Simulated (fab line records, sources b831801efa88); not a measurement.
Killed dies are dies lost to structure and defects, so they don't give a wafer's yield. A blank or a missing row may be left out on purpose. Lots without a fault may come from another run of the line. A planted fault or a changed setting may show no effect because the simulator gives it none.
fab line records | flow sky130
record lots=6 wafers=18 last_day=49
route steps=708 shown VIA3@590 METAL4@598 CAP2M@603 PAD_OPEN@708
lots that met no fault: from a run of the same line without faults
start_h: hours from the record's first day to the start of the lot's first wafer shown | wait_h: hours since the lot's step before | " the same as in the row above | L1.1+2: a row that stands for several wafers | - no value, or no start given | * or withheld: withheld | < > ~ a bound
route shown NAME@n: a module of which the file shows steps, and the number in the route of the first | usual: mean/standard deviation of fault-free wafers | same: alike in all rows | chamber/n: place in a boat | sites: the reading at each site | _std_site: their standard deviation | _edge_site: outer sites' mean less inner sites' | radius_mm: how far each site lies from the wafer's centre | mask NAME#n: copy n | behind: the tool/chamber that last shaped the wafer | hold: why the lot was held/for how many hours/how that ended | device: the transistor (n, p or np) that didn't switch | end of line: the same wafers' tests at the end of the route | a step without rows: its recipe alone | killed: dies lost to structure and defects at the first sort, not the wafer's yield | map: a wafer's dies, x killed, . not, _ none there
set.NAME: the setting as run; set.NAME@STEP: as run at that earlier step | model.NAME: the simulator's own value behind a step, which no gauge read
lots at some steps of the route; a table a step, a row a wafer
services: from which hour (start_h, from the record's first day; less than 0 if before it) a tool's chamber was out of use, for how many hours, and why
## steps
# step SKY_VIA3_STRIP_17
# recipe chemistry=post_etch_residue_remover time_s=1200 temp_c=72.5
# step SKY_VIA3_CLEAN_18
# recipe chemistry=IPA time_s=180 temp_c=25
# step SKY_VIA3_CLEAN_19
# recipe chemistry=O3/DIW dry=n2_spin
# step SKY_VIA3_SPUTTER_20
# recipe material=TiN target_thk_nm=20 chamber_pressure_pa=5 power_w=4000 time_s=80
# step SKY_VIA3_CVD_21
# recipe material=W target_thk_nm=390 time_s=117.31 temp_c=400 pressure_torr=40
# usual heater_power_w=784/81
# same time_s=117.31
# columns lot.wafer tool chamber start_h wait_h heater_power_w
L191.1 cvd_w-01 0 959.63 0.0 942
L191.2 " 1 " " 746
L191.5 " 0 " " 919
L192.2 cvd_w-01 1 967.93 0.0 757
L192.5 " 1 " " 747
L192.6 " 0 " " 918
L193.1 cvd_w-02 0 974.63 0.0 705
L193.5 " 0 " " 723
L193.6 " 1 " " 772
L203.2 cvd_w-01 1 1045.49 0.0 750
L203.4 " 1 " " 769
L203.6 " 1 " " 786
L205.1 cvd_w-02 1 1053.35 0.0 769
L205.2 " 0 " " 705
L205.5 " 0 " " 715
L206.3 cvd_w-01 1 1059.22 0.1 744
L206.5 " 0 " " 928
L206.6 " 1 " " 777
# step SKY_VIA3_RS_MEAS_22
# recipe thk_meas_gauge=four-point-probe reads=W_of_VIA3_CVD_21+TiN_of_VIA3_SPUTTER_20
# usual VIA3_W_RS=0.293/0.0058
# columns lot.wafer tool chamber start_h wait_h VIA3_W_RS[ohm/sq]
L191.1 film_metro-02 - 959.76 0.1 0.288
L191.2 " - " " 0.295
L191.5 " - " " 0.288
L192.2 film_metro-01 - 968.07 0.1 0.295
L192.5 " - " " 0.297
L192.6 " - " " 0.289
L193.1 film_metro-04 - 974.76 0.1 0.301
L193.5 " - " " 0.299
L193.6 " - " " 0.287
L203.2 film_metro-02 - 1045.63 0.1 0.298
L203.4 " - " " 0.300
L203.6 " - " " 0.298
L205.1 film_metro-01 - 1053.47 0.1 0.293
L205.2 " - " " 0.305
L205.5 " - " " 0.302
L206.3 film_metro-02 - 1059.34 0.1 0.300
L206.5 " - " " 0.291
L206.6 " - " " 0.299
# step SKY_VIA3_THK_MEAS_23
# recipe thk_meas_gauge=xrf reads=W_of_VIA3_CVD_21
# usual VIA3_W_THK=397/9
# columns lot.wafer tool chamber start_h wait_h VIA3_W_THK[nm]
L191.1 film_metro-02 - 959.88 0.1 402
L191.2 " - " " 391
L191.5 " - " " 399
L192.2 film_metro-01 - 968.18 0.1 393
L192.5 " - " " 389
L192.6 " - " " 398
L193.1 film_metro-04 - 974.88 0.1 388
L193.5 " - " " 393
L193.6 " - " " 408
L203.2 film_metro-02 - 1045.74 0.1 390
L203.4 " - " " 389
L203.6 " - " " 391
L205.1 film_metro-01 - 1053.59 0.1 398
L205.2 " - " " 385
L205.5 " - " " 387
L206.3 film_metro-02 - 1059.44 0.1 391
L206.5 " - " " 401
L206.6 " - " " 392
# step SKY_VIA3_CMP_24
# recipe stop_on=SiO2 t_overpolish_s=20 down_force_psi=3.5 platen_rpm=60 target_thk_nm=0 pad_velocity_m_s=0.94248
# step SKY_METAL4_SPUTTER_00
# recipe material=Ti target_thk_nm=15 power_w=3000 time_s=10 chamber_pressure_pa=0.4
# usual cathode_dc_power_W=2999.9/0.58 throttle_valve_pct=29.5/0.95
# same time_s=10
# columns lot.wafer tool chamber start_h wait_h cathode_dc_power_W throttle_valve_pct
L191.1 pvd_sputter-04 - 960.24 0.1 2999.6 28.9
L191.2 " - " " 3000.6 29.9
L191.5 " - " " 3000.1 28.9
L192.2 pvd_sputter-04 - 968.89 0.1 3000.0 29.5
L192.5 " - " " 3000.0 29.1
L192.6 " - " " 3000.0 29.7
L193.1 pvd_sputter-04 - 975.24 0.2 2998.8 30.1
L193.5 " - " " 2999.2 29.7
L193.6 " - " " 2999.8 28.9
L203.2 pvd_sputter-02 - 1046.09 0.2 3000.6 27.5
L203.4 " - " " 2999.5 29.4
L203.6 " - " " 3000.0 29.5
L205.1 pvd_sputter-04 - 1053.95 0.1 2999.8 29.6
L205.2 " - " " 3000.3 29.2
L205.5 " - " " 2999.3 28.9
L206.3 pvd_sputter-02 - 1059.78 0.1 3000.6 28.9
L206.5 " - " " 2999.9 29.8
L206.6 " - " " 3000.0 29.3
# step SKY_METAL4_SPUTTER_01
# recipe material=TiN target_thk_nm=20 power_w=6500 time_s=16.7 chamber_pressure_pa=0.4
# usual cathode_dc_power_W=6500.2/1.2 throttle_valve_pct=29.5/0.95
# same time_s=16.7
# columns lot.wafer tool chamber start_h wait_h cathode_dc_power_W throttle_valve_pct
L191.1 pvd_sputter-04 - 960.27 0.0 6499.2 29.2
L191.2 " - " " 6500.0 30.0
L191.5 " - " " 6501.1 28.9
L192.2 pvd_sputter-04 - 968.91 0.0 6501.4 29.7
L192.5 " - " " 6498.0 29.2
L192.6 " - " " 6499.7 29.4
L193.1 pvd_sputter-04 - 975.26 0.0 6500.6 30.3
L193.5 " - " " 6501.5 29.6
L193.6 " - " " 6502.5 29.3
L203.2 pvd_sputter-02 - 1046.11 0.0 6501.4 27.7
L203.4 " - " " 6500.7 29.8
L203.6 " - " " 6499.9 29.5
L205.1 pvd_sputter-04 - 1053.97 0.0 6501.5 29.6
L205.2 " - " " 6498.5 29.0
L205.5 " - " " 6499.8 28.9
L206.3 pvd_sputter-02 - 1059.80 0.0 6499.1 29.3
L206.5 " - " " 6499.7 29.7
L206.6 " - " " 6498.8 29.3
# step SKY_METAL4_SPUTTER_02
# recipe material=AlCu target_thk_nm=735 power_w=10600 time_s=39.1 chamber_pressure_pa=0.4
# usual cathode_dc_power_W=10600/1.9 throttle_valve_pct=29.5/0.96
# same time_s=39.1
# columns lot.wafer tool chamber start_h wait_h cathode_dc_power_W throttle_valve_pct
L191.1 pvd_sputter-04 - 960.29 0.0 10602 29.1
L191.2 " - " " 10599 30.2
L191.5 " - " " 10603 29.1
L192.2 pvd_sputter-04 - 968.94 0.0 10604 29.5
L192.5 " - " " 10600 29.3
L192.6 " - " " 10601 29.7
L193.1 pvd_sputter-04 - 975.29 0.0 10601 29.7
L193.5 " - " " 10600 29.6
L193.6 " - " " 10601 29.0
L203.2 pvd_sputter-02 - 1046.14 0.0 10601 27.5
L203.4 " - " " 10600 29.6
L203.6 " - " " 10598 29.8
L205.1 pvd_sputter-04 - 1054.00 0.0 10597 29.5
L205.2 " - " " 10600 29.0
L205.5 " - " " 10602 28.6
L206.3 pvd_sputter-02 - 1059.83 0.0 10600 29.4
L206.5 " - " " 10598 29.7
L206.6 " - " " 10602 29.1
# step SKY_METAL4_SPUTTER_03
# recipe material=Ti target_thk_nm=5 power_w=3000 time_s=3.3 chamber_pressure_pa=0.4
# step SKY_METAL4_SPUTTER_04
# recipe material=TiN target_thk_nm=70 power_w=6500 time_s=58.3 chamber_pressure_pa=0.4
# usual cathode_dc_power_W=6500.2/1.3 throttle_valve_pct=29.4/0.93
# same time_s=58.3
# columns lot.wafer tool chamber start_h wait_h cathode_dc_power_W throttle_valve_pct
L191.1 pvd_sputter-04 - 960.35 0.0 6502.8 29.3
L191.2 " - " " 6499.8 30.0
L191.5 " - " " 6500.1 28.9
L192.2 pvd_sputter-04 - 968.99 0.0 6501.3 29.4
L192.5 " - " " 6499.6 29.1
L192.6 " - " " 6500.0 29.4
L193.1 pvd_sputter-04 - 975.34 0.0 6499.5 30.0
L193.5 " - " " 6498.4 29.6
L193.6 " - " " 6498.9 29.0
L203.2 pvd_sputter-02 - 1046.20 0.0 6502.7 27.7
L203.4 " - " " 6501.2 29.6
L203.6 " - " " 6501.8 29.6
L205.1 pvd_sputter-04 - 1054.05 0.0 6500.5 29.6
L205.2 " - " " 6500.5 29.2
L205.5 " - " " 6502.5 28.9
L206.3 pvd_sputter-02 - 1059.89 0.0 6498.6 29.2
L206.5 " - " " 6499.2 29.6
L206.6 " - " " 6498.0 29.4
# step SKY_CAP2M_CVD_00
# recipe material=SiO2 target_thk_nm=15.5 temp_c=400 time_s=withheld rf_w=450
# usual heater_power_w=735/110 rf_fwd_power_W=442.7/2.2
# columns lot.wafer tool chamber start_h wait_h heater_power_w rf_fwd_power_W
L191.1 pecvd-02 1 960.40 0.0 704 446.0
L191.2 " 0 " " 559 445.5
L191.5 " 1 " " 698 444.3
L192.2 pecvd-02 1 969.04 0.0 859 445.4
L192.5 " 1 " " 851 444.9
L192.6 " 2 " " 746 445.6
L193.1 pecvd-03 1 975.39 0.0 845 446.6
L193.5 " 1 " " 834 445.3
L193.6 " 2 " " 803 440.7
L203.2 pecvd-02 0 1046.25 0.0 635 441.9
L203.4 " 1 " " 727 444.8
L203.6 " 2 " " 732 442.3
L205.1 pecvd-04 0 1054.10 0.0 766 440.0
L205.2 " 1 " " 694 443.7
L205.5 " 2 " " 635 440.7
L206.3 pecvd-03 1 1059.94 0.0 951 444.1
L206.5 " 0 " " 599 440.6
L206.6 " 1 " " 964 444.9
# step SKY_CAP2M_THK_MEAS_01
# recipe reads=SiO2_of_CAP2M_CVD_00
# usual CAP2M_CVD_00_THK=15.52/0.26
# columns lot.wafer tool chamber start_h wait_h CAP2M_CVD_00_THK[nm]
L191.1 film_metro-03 - 960.43 - 15.39
L191.2 " - " " 15.35
L191.5 " - " " 15.59
L192.2 film_metro-03 - 969.07 - 14.98
L192.5 " - " " 15.18
L192.6 " - " " 15.64
L193.1 film_metro-03 - 975.41 - 15.49
L193.5 " - " " 15.30
L193.6 " - " " 15.45
L203.2 film_metro-03 - 1046.28 - 15.33
L203.4 " - " " 15.65
L203.6 " - " " 15.73
L205.1 film_metro-03 - 1054.12 - 15.56
L205.2 " - " " 15.26
L205.5 " - " " 15.22
L206.3 film_metro-02 - 1059.98 - 15.44
L206.5 " - " " 16.00
L206.6 " - " " 15.48
# step SKY_CAP2M_SPUTTER_02
# recipe material=TiN target_thk_nm=200 temp_c=300 power_w=6500 time_s=166.7 chamber_pressure_pa=0.4
# step SKY_CAP2M_RS_MEAS_03
# recipe thk_meas_gauge=four-point-probe reads=TiN_of_CAP2M_SPUTTER_02
# usual CAP2M_TIN_RS=6.92/0.076
# columns lot.wafer tool chamber start_h wait_h CAP2M_TIN_RS[ohm/sq]
L191.1 film_metro-04 - 960.60 0.1 6.98
L191.2 " - " " 6.97
L191.5 " - " " 6.86
L192.2 film_metro-04 - 969.25 0.1 6.93
L192.5 " - " " 6.91
L192.6 " - " " 6.99
L193.1 film_metro-04 - 975.58 0.1 6.86
L193.5 " - " " 6.84
L193.6 " - " " 6.83
L203.2 film_metro-02 - 1046.46 0.1 6.87
L203.4 " - " " 6.89
L203.6 " - " " 6.88
L205.1 film_metro-04 - 1054.29 0.1 6.83
L205.2 " - " " 6.80
L205.5 " - " " 6.84
L206.3 film_metro-03 - 1060.17 0.1 6.75
L206.5 " - " " 6.90
L206.6 " - " " 6.86
# step SKY_CAP2M_THK_MEAS_04
# recipe thk_meas_gauge=xrf reads=TiN_of_CAP2M_SPUTTER_02
# usual CAP2M_TIN_THK=197.9/2.2
# columns lot.wafer tool chamber start_h wait_h CAP2M_TIN_THK[nm]
L191.1 film_metro-04 - 960.72 0.1 197.4
L191.2 " - " " 197.4
L191.5 " - " " 200.3
L192.2 film_metro-04 - 969.36 0.1 198.6
L192.5 " - " " 198.6
L192.6 " - " " 195.7
L193.1 film_metro-04 - 975.70 0.1 200.1
L193.5 " - " " 201.9
L193.6 " - " " 200.2
L203.2 film_metro-02 - 1046.57 0.1 200.1
L203.4 " - " " 199.5
L203.6 " - " " 200.3
L205.1 film_metro-04 - 1054.41 0.1 200.0
L205.2 " - " " 201.1
L205.5 " - " " 199.1
L206.3 film_metro-03 - 1060.27 0.1 202.9
L206.5 " - " " 199.8
L206.6 " - " " 200.5
# step SKY_CAP2M_DEHYDRATE_05
# recipe temp_c=200 time_s=60
# step SKY_CAP2M_HMDS_06
# recipe prime_time_s=60 prime_temp_c=120
# step SKY_CAP2M_COAT_07
# recipe resist=NOVOLAK spin_rpm=3000 resist_thk_nm=1140
# step SKY_CAP2M_SOFTBAKE_08
# recipe temp_c=90 time_s=60 resist=NOVOLAK
# step SKY_CAP2M_EXPOSE_09
# recipe mask_id=CAP2M na=0.6 source_shape=conventional sigma_outer=0.6 polarization=unpolarized target_cd_nm=1000 dose_mj=159
# step SKY_CAP2M_PEB_10
# recipe temp_c=withheld time_s=* resist=NOVOLAK
# step SKY_CAP2M_DEVELOP_11
# recipe resist=NOVOLAK developer=TMAH develop_time_s=60 dev_temp_c=23
# step SKY_CAP2M_OVL_MEAS_12
# usual CAP2M_OVL=-1.3/1.4
# columns lot.wafer tool chamber start_h wait_h CAP2M_OVL[nm]
L191.1 overlay-02 - 984.60 0.1 -1.1
L191.2 " - " " -0.8
L191.5 " - " " -0.4
L192.2 overlay-02 - 992.64 0.1 -2.3
L192.5 " - " " -2.0
L192.6 " - " " -0.9
L193.1 overlay-01 - 998.25 0.1 -1.1
L193.5 " - " " -1.0
L193.6 " - " " -0.2
L203.2 overlay-02 - 1068.01 0.1 -2.6
L203.4 " - " " -3.1
L203.6 " - " " -2.7
L205.1 overlay-02 - 1075.44 0.1 -2.7
L205.2 " - " " -3.2
L205.5 " - " " -0.9
L206.3 overlay-02 - 1080.90 0.1 -1.7
L206.5 " - " " -0.7
L206.6 " - " " 0.3
# step SKY_CAP2M_METAL_ETCH_13
# recipe target_depth_nm=220 stop_on=SiO2 chemistry=Cl2/BCl3 target=TiN pressure_mtorr=10.48 icp_w=900 bias_w=48.5 Cl2_flow_sccm=60 bcl3_flow_sccm=30 time_s=62.9
# step SKY_CAP2M_STRIP_14
# recipe chemistry=O2/N2 power_w=1400 pressure_mtorr=1500 platen_temp_c=withheld o2_flow_sccm=3000 n2_flow_sccm=300 overash_fraction=0.5
# step SKY_CAP2M_STRIP_15
# recipe chemistry=post_etch_residue_remover time_s=1200 temp_c=72.5
# step SKY_CAP2M_CLEAN_16
# recipe chemistry=IPA time_s=180 temp_c=25
# step SKY_CAP2M_CLEAN_17
# recipe chemistry=O3/DIW dry=n2_spin
# step SKY_METAL4_DEHYDRATE_05
# recipe temp_c=200 time_s=60
# step SKY_METAL4_HMDS_06
# recipe prime_time_s=60 prime_temp_c=120
# step SKY_METAL4_COAT_07
# recipe resist=BARC temp_c=withheld time_s=withheld spin_rpm=3000 resist_thk_nm=60
# step SKY_METAL4_COAT_08
# recipe resist=KrF-thick spin_rpm=3000 resist_thk_nm=1140
# step SKY_METAL4_SOFTBAKE_09
# recipe temp_c=100 time_s=90 resist=KrF-thick
# step SKY_METAL4_EXPOSE_10
# recipe mask_id=MM4 na=0.68 source_shape=annular sigma_inner=0.4 sigma_outer=0.8 target_cd_nm=300 dose_mj=28
# step SKY_METAL4_PEB_11
# recipe peb_temp_c=withheld peb_time_s=withheld resist=KrF-thick
# step SKY_METAL4_DEVELOP_12
# recipe develop_time_s=60 resist=KrF-thick dev_temp_c=21
# step SKY_METAL4_CD_MEAS_13
# recipe target_cd_nm=300
# usual cd_nm=299.3/1.4
# columns lot.wafer tool chamber start_h wait_h cd_nm
L191.1 cd_sem-02 - 1008.84 - 297.1
L191.2 " - " " 297.8
L191.5 " - " " 298.6
L192.2 cd_sem-01 - 1016.12 - 299.3
L192.5 " - " " 299.8
L192.6 " - " " 298.9
L193.1 cd_sem-01 - 1021.99 - 299.0
L193.5 " - " " 297.9
L193.6 " - " " 298.9
L203.2 cd_sem-02 - 1089.23 - 299.9
L203.4 " - " " 299.3
L203.6 " - " " 300.8
L205.1 cd_sem-02 - 1096.86 - 300.6
L205.2 " - " " 299.9
L205.5 " - " " 300.0
L206.3 cd_sem-02 - 1102.40 - 299.1
L206.5 " - " " 297.5
L206.6 " - " " 298.9
# step SKY_METAL4_OVL_MEAS_14
# usual METAL4_OVL=3/5.9
# columns lot.wafer tool chamber start_h wait_h METAL4_OVL[nm]
L191.1 overlay-01 - 1008.96 0.1 1
L191.2 " - " " -6
L191.5 " - " " 8
L192.2 overlay-01 - 1016.23 0.1 1
L192.5 " - " " 2
L192.6 " - " " -5
L193.1 overlay-02 - 1022.11 0.1 8
L193.5 " - " " 10
L193.6 " - " " 8
L203.2 overlay-01 - 1089.33 0.1 8
L203.4 " - " " 1
L203.6 " - " " -1
L205.1 overlay-02 - 1096.98 0.1 16
L205.2 " - " " 0
L205.5 " - " " 15
L206.3 overlay-02 - 1102.49 0.1 0
L206.5 " - " " 7
L206.6 " - " " -1
# step SKY_METAL4_DESCUM_15
# recipe chemistry=O2 source_power_w=150 bias_power_w=0 pressure_mtorr=10 temp_c=40 time_s=8
# step SKY_PAD_OPEN_PROBE_99
# usual defect_limited_yield=82.2/2.2 killed_at_M0_to_M3=45/7.1 killed_at_M4_up=3.0/1.8 killed_at_contacts=24/5.4 killed_at_front_end=16/4.9 killed_at_other=0.3/0.63 killed_dies=88/11 killed_on_rim=17/3.4 killed_open=47/7.4 killed_short=40/7 sort_bin_3_pad_short=1.0/0.43 sort_bin_5_function=10.6/1.7 sort_bin_6_memory=6.3/1.1 sort_n_pass=404/11 sort_yield_pct=82.2/2.2
# same gross_dies=492 killed_at_back_side=0 sort_bin_4_leakage[%]=0 sort_bin_8_speed[%]=0
# columns lot.wafer tool chamber start_h wait_h defect_limited_yield[%] killed_at_M0_to_M3 killed_at_M4_up killed_at_contacts killed_at_front_end killed_at_other killed_dies killed_on_rim killed_open killed_short sort_bin_3_pad_short[%] sort_bin_5_function[%] sort_bin_6_memory[%] sort_n_pass sort_yield_pct[%] model.etest.tester.sort_n_pass model.etest.tester.sort_yield_pct model.etest.tester.sort_bin_5_pct model.etest.tester.sort_bin_3_pct
L191.1 prober-01 - 1100.90 0.1 77.0 59 1 33 20 0 113 17 58 55 1.6 12.6 8.7 379 77.0 379 77.03 12.6 1.626
L191.2 prober-01 - 1100.95 0.1 79.3 46 4 29 23 0 102 20 49 52 1.2 11.6 7.9 390 79.3 390 79.27 11.59 1.22
L191.5 prober-01 - 1101.10 0.2 80.9 38 2 26 27 1 94 15 46 47 1.8 11.2 6.1 398 80.9 398 80.89 11.18 1.829
L192.2 prober-02 - 1107.29 0.1 77.2 35 38 23 16 0 112 25 43 35 3.0 13.4 6.3 380 77.2 380 77.24 13.41 3.049
L192.5 prober-02 - 1107.44 0.2 75.0 35 53 19 14 2 123 24 38 34 3.7 16.1 5.3 369 75.0 369 75 16.06 3.659
L192.6 prober-02 - 1107.49 0.2 77.8 34 36 21 18 0 109 29 35 41 3.9 12.8 5.5 383 77.8 383 77.85 12.8 3.862
L193.1 prober-01 - 1112.78 0.1 75.0 43 35 29 15 1 123 28 49 41 3.0 16.1 5.9 369 75.0 369 75 16.06 3.049
L193.5 prober-01 - 1112.98 0.2 77.0 35 41 25 12 0 113 24 46 29 3.5 11.8 7.7 379 77.0 379 77.03 11.79 3.455
L193.6 prober-01 - 1113.03 0.2 72.0 45 54 29 10 0 138 27 55 30 3.5 17.3 7.3 354 72.0 354 71.95 17.28 3.455
L203.2 prober-01 - 1171.36 0.1 79.9 52 4 32 11 0 99 15 53 46 0.8 12.0 7.3 393 79.9 393 79.88 11.99 0.813
L203.4 prober-01 - 1171.46 0.2 85.2 33 2 22 16 0 73 17 34 39 0.8 8.3 5.7 419 85.2 419 85.16 8.333 0.813
L203.6 prober-01 - 1171.56 0.2 85.0 42 3 22 7 0 74 14 38 36 1.4 8.7 4.9 418 85.0 418 84.96 8.74 1.423
L205.1 prober-01 - 1177.64 0.1 86.4 39 1 17 10 0 67 13 31 36 0.4 7.1 6.1 425 86.4 425 86.38 7.114 0.4065
L205.2 prober-01 - 1177.69 0.1 83.3 43 3 22 14 0 82 14 37 45 0.8 9.6 6.3 410 83.3 410 83.33 9.553 0.813
L205.5 prober-01 - 1177.84 0.2 83.9 42 4 23 10 0 79 17 43 36 1.2 9.6 5.3 413 83.9 413 83.94 9.553 1.22
L206.3 prober-02 - 1182.30 0.2 79.9 52 2 27 18 0 99 19 45 53 1.2 11.8 7.1 393 79.9 393 79.88 11.79 1.22
L206.5 prober-02 - 1182.40 0.2 82.9 42 4 26 12 0 84 12 39 45 0.8 10.8 5.5 408 82.9 408 82.93 10.77 0.813
L206.6 prober-02 - 1182.45 0.2 80.9 40 4 24 26 0 94 19 58 36 0.6 11.2 7.3 398 80.9 398 80.89 11.18 0.6098
# killed by level:class
L191.1 VIA1:geometric_particle:open=12 LI_CONTACT:geometric_particle:open=11 CONTACT:geometric_particle:open=11 VIA1:geometric_particle:short=9 METAL2:geometric_particle:short=9 VIA2:geometric_particle:open=8 CONTACT:geometric_particle:short=7 FIELD_ISO:geometric_particle:open=5
L191.2 CONTACT:geometric_particle:open=13 METAL1:geometric_particle:short=7 VIA1:geometric_particle:open=7 FIELD_ISO:geometric_particle:open=6 LOCAL_INTERCONNECT:geometric_particle:short=6 VIA1:geometric_particle:short=6 VIA3:geometric_particle:open=6 POLY_GATE:geometric_particle:short=5
L191.5 FIELD_ISO:geometric_particle:short=9 CONTACT:geometric_particle:open=8 LI_CONTACT:geometric_particle:open=7 VIA1:geometric_particle:open=7 FIELD_ISO:geometric_particle:open=6 VIA1:geometric_particle:short=6 POLY_GATE:geometric_particle:open=5 VIA3:geometric_particle:open=5
L192.2 METAL4:unspecified=34 CONTACT:geometric_particle:open=10 METAL2:geometric_particle:short=10 LI_CONTACT:geometric_particle:open=6 VIA1:geometric_particle:short=5 VIA1:geometric_particle:open=5 VIA3:geometric_particle:open=5 POLY_GATE:geometric_particle:open=4
L192.5 METAL4:unspecified=51 VIA1:geometric_particle:open=10 CONTACT:geometric_particle:open=8 METAL1:geometric_particle:short=5 LOCAL_INTERCONNECT:geometric_particle:short=4 VIA3:geometric_particle:short=4 FIELD_ISO:geometric_particle:short=3 POLY_GATE:geometric_particle:short=3
L192.6 METAL4:unspecified=33 LI_CONTACT:geometric_particle:open=6 METAL2:geometric_particle:short=6 FIELD_ISO:geometric_particle:short=5 POLY_GATE:geometric_particle:open=5 LOCAL_INTERCONNECT:geometric_particle:short=5 CONTACT:geometric_particle:open=5 METAL1:geometric_particle:short=5
L193.1 METAL4:unspecified=33 VIA1:geometric_particle:open=13 CONTACT:geometric_particle:open=9 LOCAL_INTERCONNECT:geometric_particle:short=8 LI_CONTACT:geometric_particle:open=7 FIELD_ISO:geometric_particle:short=5 METAL2:geometric_particle:short=5 METAL1:geometric_particle:short=5
L193.5 METAL4:unspecified=37 CONTACT:geometric_particle:open=9 VIA2:geometric_particle:open=9 LI_CONTACT:geometric_particle:open=6 VIA1:geometric_particle:open=6 VIA3:geometric_particle:open=6 LOCAL_INTERCONNECT:geometric_particle:short=4 SPACER:geometric_particle:short=3
L193.6 METAL4:unspecified=53 CONTACT:geometric_particle:open=11 VIA1:geometric_particle:open=11 LI_CONTACT:geometric_particle:open=8 VIA3:geometric_particle:open=8 FIELD_ISO:geometric_particle:open=6 VIA3:geometric_particle:short=5 LOCAL_INTERCONNECT:geometric_particle:short=5
L203.2 CONTACT:geometric_particle:open=14 VIA1:geometric_particle:open=11 METAL2:geometric_particle:short=9 VIA3:geometric_particle:open=8 CONTACT:geometric_particle:short=8 METAL1:geometric_particle:short=6 FIELD_ISO:geometric_particle:short=4 LI_CONTACT:geometric_particle:open=4
L203.4 CONTACT:geometric_particle:open=11 POLY_GATE:geometric_particle:short=6 VIA1:geometric_particle:short=6 VIA2:geometric_particle:short=6 POLY_GATE:geometric_particle:open=4 VIA1:geometric_particle:open=4 LOCAL_INTERCONNECT:geometric_particle:short=4 METAL2:geometric_particle:short=4
L203.6 LI_CONTACT:geometric_particle:open=8 METAL1:geometric_particle:short=7 VIA1:geometric_particle:open=7 CONTACT:geometric_particle:open=6 VIA3:geometric_particle:open=6 METAL2:geometric_particle:short=5 VIA2:geometric_particle:short=4 VIA1:geometric_particle:short=4
L205.1 VIA1:geometric_particle:open=13 LI_CONTACT:geometric_particle:open=7 VIA1:geometric_particle:short=6 METAL1:geometric_particle:short=6 CONTACT:geometric_particle:short=4 FIELD_ISO:geometric_particle:short=3 SONOS_ONO:geometric_particle:short=3 LOCAL_INTERCONNECT:geometric_particle:short=3
L205.2 METAL2:geometric_particle:short=9 LI_CONTACT:geometric_particle:open=8 VIA3:geometric_particle:open=8 CONTACT:geometric_particle:short=7 FIELD_ISO:geometric_particle:short=6 VIA1:geometric_particle:open=6 CONTACT:geometric_particle:open=5 FIELD_ISO:geometric_particle:open=4
L205.5 VIA1:geometric_particle:open=13 CONTACT:geometric_particle:open=9 VIA2:geometric_particle:open=8 LI_CONTACT:geometric_particle:open=7 FIELD_ISO:geometric_particle:short=5 POLY_GATE:geometric_particle:short=4 LI_CONTACT:geometric_particle:short=4 METAL1:geometric_particle:short=4
L206.3 VIA1:geometric_particle:open=10 METAL1:geometric_particle:short=9 CONTACT:geometric_particle:short=8 VIA3:geometric_particle:open=6 CONTACT:geometric_particle:open=6 VIA1:geometric_particle:short=6 LI_CONTACT:geometric_particle:open=5 VIA3:geometric_particle:short=5
L206.5 VIA1:geometric_particle:open=12 CONTACT:geometric_particle:open=7 VIA2:geometric_particle:open=7 CONTACT:geometric_particle:short=6 METAL1:geometric_particle:short=6 VIA1:geometric_particle:short=6 FIELD_ISO:geometric_particle:short=5 LI_CONTACT:geometric_particle:open=5
L206.6 LI_CONTACT:geometric_particle:open=8 CONTACT:geometric_particle:open=8 VIA1:geometric_particle:open=8 POLY_GATE:geometric_particle:open=7 METAL2:geometric_particle:open=6 METAL2:geometric_particle:short=6 FIELD_ISO:geometric_particle:open=5 VIA1:geometric_particle:short=5
# map L192.5 (x killed, . not)
__________.........._________
________......x....x.x_______
______.x.x.............._____
_____..............x.....____
____x.........x......xx...___
___xxxxx.............x.x...__
__xxxxxx......x......x.....x_
_xxxxxxx.x..x....x..x......x.
_xxxxxxxx.x..x.x......x......
_xxxxxxxx..............x...x.
_xxxxxxxx..................x.
_xxxxxxx...x.....x....xx..x..
_...x...x....x..x........x.xx
_......x.x.x..........x......
_....x.x.x.x.......x.x.......
__....x.......x..x.....x...._
___.xx........xx...x.......__
____.xx.........x...x...x.___
_____x.x....x..x.....xx.x____
______.............xxx.._____
________.............._______
__________.........x_________
# map L193.6 (x killed, . not)
__________.........._________
________...x....x....._______
______x..xx....x..x.x.x._____
_____x......xx.....xx..x.____
____xxx.......x.......xx..___
___xxxxx...x...xx......x...__
__xxxxxx...x.....x.........._
_xxxxxxx.x...............x...
_xxxxxxxxx....x......x.xx..xx
_xxxxxxxx..x......xxx....x...
_xxxxxxxx.x..x.xx.......x.x..
_x..xxx......x.x...........xx
_..x......x........x......xxx
_.....x......x...............
_x...x.............xx........
__...x..x......x.x.x......x._
___.xx......x......x.xx....__
____....x......xx...xx.x..___
_____..........x..x...x..____
______....x.x.x.......xx_____
________.x............_______
__________.x......x._________
## services
# columns tool chamber start_h hours kind
pecvd-04 2 936.93 2.1 scheduled_down
pvd_sputter-02 2 939.87 - consumable_replace:kit
pvd_sputter-02 2 939.87 18.0 scheduled_down
pvd_sputter-02 2 939.87 18.0 vent_cycle
pvd_sputter-04 - 943.24 5.2 repair
cvd_w-01 - 945.78 0.8 repair
pvd_sputter-04 - 945.85 2.0 repair
pecvd-02 2 956.21 6.0 repair
pvd_sputter-02 - 970.92 0.8 repair
pecvd-04 2 973.78 17.2 repair
cvd_w-02 - 977.02 0.5 repair
pecvd-04 1 989.49 16.5 scheduled_down
pecvd-02 1 999.38 - clean
pecvd-02 1 999.38 - consumable_replace:showerhead
pecvd-02 1 999.38 29.0 scheduled_down
pecvd-02 1 999.38 29.0 vent_cycle
pvd_sputter-04 2 1004.34 - consumable_replace:kit
pvd_sputter-04 2 1004.34 18.0 scheduled_down
pvd_sputter-04 2 1004.34 18.0 vent_cycle
pecvd-04 1 1005.99 2.1 scheduled_down
pvd_sputter-02 - 1012.24 4.2 repair
pvd_sputter-02 - 1036.83 2.9 repair
pecvd-03 2 1040.82 5.5 scheduled_down
pvd_sputter-04 - 1046.41 2.3 repair
## key
first_sign step=SKY_PAD_OPEN_PROBE_99 reading=killed_at_M4_up direction=up sigmas=22 usual=3.0 struck=42.8
effect step=SKY_PAD_OPEN_PROBE_99 reading=sort_bin_3_pad_short direction=up sigmas=5.8 usual=1.0 struck=3.4
model_effect step=SKY_PAD_OPEN_PROBE_99 value=etest.tester.sort_n_pass without=407.3 struck=372.3
met_at SKY_METAL4_SPUTTER_04
struck_wafers L192.2,L192.5,L192.6,L193.1,L193.5,L193.6
onset_between 960.35 968.99
fault kind=chamber_particle_source tool=pvd_sputter-04 chamber=- onset_h=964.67 steps=SKY_METAL4_SPUTTER_04 rate_per_visit_cm2=1.3682 end_h=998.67
